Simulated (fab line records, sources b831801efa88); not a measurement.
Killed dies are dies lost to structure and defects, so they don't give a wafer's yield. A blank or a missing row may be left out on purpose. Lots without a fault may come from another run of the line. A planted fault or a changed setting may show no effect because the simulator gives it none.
A struck lot beside a sound one | flow sky130 | 15 steps out of a route of 708
Sound: wafers L673.2, L673.4, L673.5. Struck: wafers L675.2, L675.4, L675.6. The cause comes at the end.
At each step with rows: each side's tool, then ch and its chambers, then its first start. Under that, the readings that differ: sound wafers | struck wafers | difference of the means | sigmas: that difference in standard deviations of wafers without a fault.
alike: readings whose means differ by less than 2 such deviations, and words and numbers that are the same on both sides. not compared: withheld readings, readings that some wafer has no value for, bounds like >300 that may hide the same value, and numbers for which the record gives no deviation and whose values overlap.
The two part at a step that has a row with sigmas, a row that says differs or no value, or rows on one side only. Numbers that don't overlap but have no deviation are shown without sigmas and don't part them. A reading that every wafer of one side lacks parts them only if that side has two wafers or more.

first, 8 steps without rows for these wafers: SKY_VIA3_DEHYDRATE_04 (time 60 s); SKY_VIA3_HMDS_05 (prime time 60 s); SKY_VIA3_COAT_06 (resist thk 60 nm); SKY_VIA3_COAT_07 (resist thk 450 nm); SKY_VIA3_SOFTBAKE_08 (time 90 s); SKY_VIA3_EXPOSE_09 (exposes mask VIM3, target cd 200 nm); SKY_VIA3_PEB_10; SKY_VIA3_DEVELOP_11 (develop time 60 s).
SKY_VIA3_CD_MEAS_12: target cd 200 nm.
  sound on cd_sem-01, day 40 10:45; struck on cd_sem-02, day 41 00:49
  reading    | sound             | struck            | difference | sigmas
  cd_nm (nm) | 203.3 203.4 202.8 | 198.5 199.2 198.5 | -4.4       | -3
SKY_VIA3_OVL_MEAS_13:
  sound on overlay-01, day 40 10:52; struck on overlay-01, day 41 00:56
  alike: VIA3_OVL
SKY_VIA3_ETCH_14: etches BARC in N2/H2, stops on SiO2, time 45.9 s, target depth 60 nm.
  sound on rie_diel-02 ch 0,1, day 40 10:53; struck on rie_diel-02 ch 0,1,2, day 41 00:58
  alike: drypump_motor_current_A, oes_product_au, throttle_valve_pct
  not compared: rf_hours_counter_h
SKY_VIA3_ETCH_15: etches SiO2 in C4F8/O2/Ar, stops on TiN, target depth 507 nm, time 78 s.
  sound on rie_diel-02 ch 0,1, day 40 10:56; struck on rie_diel-02 ch 0,1,2, day 41 01:00
  alike: oes_product_au
SKY_VIA3_STRIP_16: strips in O2/N2.
  sound on plasma_asher-04 ch 0,1, day 40 10:59; struck on plasma_asher-04 ch 0,1, day 41 01:04
  no value came back on the struck wafers for any of 5 readings (chamber_pressure_mTorr (mTorr), drypump_motor_current_A (A) and others); on the sound wafers chamber_pressure_mTorr (mTorr) reads 1501.1 1499.9 1498.5
  reading                                     | sound | struck            | difference | sigmas
  model.KrF-thick_of_VIA3_COAT_07.thk_nm (nm) | 0 0 0 | 290.3 290.1 287.8 | +289.4     |
  not compared: rf_hours_counter_h
then, 1 step without rows for these wafers: SKY_VIA3_STRIP_17 (strips in post etch residue remover, time 1200 s).
-- the record jumps here: 6 days lie between the struck wafers' starts before and after (it left off in module VIA3 and takes up again in module PAD_OPEN, whose first step shown is number 708 of the route) --
SKY_PAD_OPEN_PROBE_99:
  sound on prober-02, day 46 10:36; struck on prober-02, day 46 21:51
  reading                  | sound | struck         | difference | sigmas
  defect_limited_yield (%) | 82.5  | 0 0 0          | -82        | -43
  killed_at_M0_to_M3       | 37    | 450 448 456    | +414       | +56
  killed_dies              | 86    | 492 492 492    | +406       | +44
  killed_on_rim            | 21    | 96 96 96       | +75        | +19
  sort_bin_5_function (%)  | 10.4  | 92.3 89.8 90.4 | +80.4      | +54
  sort_n_pass              | 406   | 0 0 0          | -406       | -44
  sort_yield_pct (%)       | 82.5  | 0 0 0          | -82        | -43
  alike: killed_at_M4_up, killed_at_contacts, killed_at_front_end, killed_at_other, killed_open, killed_short, sort_bin_3_pad_short, sort_bin_6_memory

WHERE THEY PART
First at SKY_VIA3_CD_MEAS_12; last, within this record, at SKY_PAD_OPEN_PROBE_99.

WHY: what the simulator had put in
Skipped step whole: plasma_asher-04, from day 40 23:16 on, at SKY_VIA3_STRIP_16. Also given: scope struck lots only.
